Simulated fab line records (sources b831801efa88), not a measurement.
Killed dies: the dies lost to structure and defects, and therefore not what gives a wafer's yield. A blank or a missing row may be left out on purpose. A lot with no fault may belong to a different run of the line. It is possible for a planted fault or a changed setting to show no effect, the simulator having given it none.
Code-filled problem report in 8D (eight disciplines) form + flow gf180mcu + the parts of the form that need people (team, actions taken, sign-off) are left out

## 1. WHAT WENT WRONG
PASSIVATION_CVD_00_THK at GF_PASSIVATION_THK_MEAS_01 reads a mean of 436 nm on 6 wafers of 2 lots; wafers without a fault read 992 nm with a standard deviation of 13. Measured from the usual mean, that is -43 standard deviations.
The first sign was on wafer L724.1 at day 30 03:25, on film metro-04. At this step, 36 wafers from 12 lots have a number in the record. The rule behind "out" and "out of limits": a value lying over 4 standard deviations away from the usual mean. All remaining wafers that have a number are taken as sound.

## 2. WHAT IT IS, AND WHAT IT ISN'T
| question                    | is                     | is not                                                                                                  |
|-----------------------------|------------------------|---------------------------------------------------------------------------------------------------------|
| which readings at this step | PASSIVATION_CVD_00_THK | -                                                                                                       |
| which lots                  | L724, L726             | L718, L721, L722, L725, L729, L736, L737, L738, L739, L741                                              |
| which wafers of those lots  | all that have a number | -                                                                                                       |
| read on which gauges        | film metro-04          | film metro-01, film metro-02                                                                            |
| when                        | from day 30 03:25      | up to then (9 sound wafers); but 21 sound wafers of L725, L729, L736, L737, L738, L739, L741 came after |

## 3. THE SUSPECTS, EACH WITH WHAT RULES IT OUT
Counting: a tool stays on the suspect list if, at a process step up to the reading, it processed all lots that are out and no sound lot following the first of them.
- the gauge at GF_PASSIVATION_THK_MEAS_01 is ruled out. All the wafers that are out were read on film metro-04, but those of them that GF_PASSIVATION_ETCH_11 has rows for are out there too, on other tools.
- pecvd-04 at GF_PASSIVATION_CVD_00 (deposits SiO2 from TEOS, target thk 1000 nm, time 111.95 s): ruled out as a lasting fault. Sound lots L737, L738, L739 ran on it after its first lot that is out, L724 (day 30 03:20).
Left after counting: nothing in the record.

## 4. THE CAUSE (what the simulator had put in)
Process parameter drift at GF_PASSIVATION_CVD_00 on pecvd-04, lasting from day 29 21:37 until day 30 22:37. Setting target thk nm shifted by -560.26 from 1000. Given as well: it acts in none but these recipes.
Counting ruled it out, wrongly: the rule takes a fault to strike every lot that its tool runs from its start on, and this one did not.

## 5. THE EFFECT CHAIN, in route order
Each row: a reading where the mean over the struck wafers with a number is more than 3 standard deviations away from the usual. Scope: only readings with a usual standard deviation given in the record; hours: median across lots of the time from each lot's start at the first step in this table that gives one to its start at this step; sigmas: change in usual standard deviations.
| hours | step                       | reading                | usual      | on struck wafers | change | sigmas |
|-------|----------------------------|------------------------|------------|------------------|--------|--------|
| 0     | GF_PASSIVATION_THK_MEAS_01 | PASSIVATION_CVD_00_THK | 992 nm     | 436              | -556   | -43    |
| 18    | GF_PASSIVATION_ETCH_11     | oes product au         | 0.960 a.u. | 0.770            | -0.190 | -26    |
| 18    | GF_PASSIVATION_ETCH_11     | throttle valve pct     | 5.959 %    | 5.899            | -0.060 | -6.3   |
Process steps it contains:
- GF_PASSIVATION_ETCH_11: etches the open film in CF4/O2, stops on TiN, target depth 1800 nm, time 400 s.

## 6. WHAT WOULD HAVE CAUGHT IT SOONER
The first out-of-limits reading at a measuring or inspecting step in this record came at day 30 03:25, 6 hours after the fault's start at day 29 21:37.
Of the tool readings at GF_PASSIVATION_CVD_00 for which the record gives a usual standard deviation, none was out on any struck wafer, so an alarm limit of 4 standard deviations on them would not have fired.
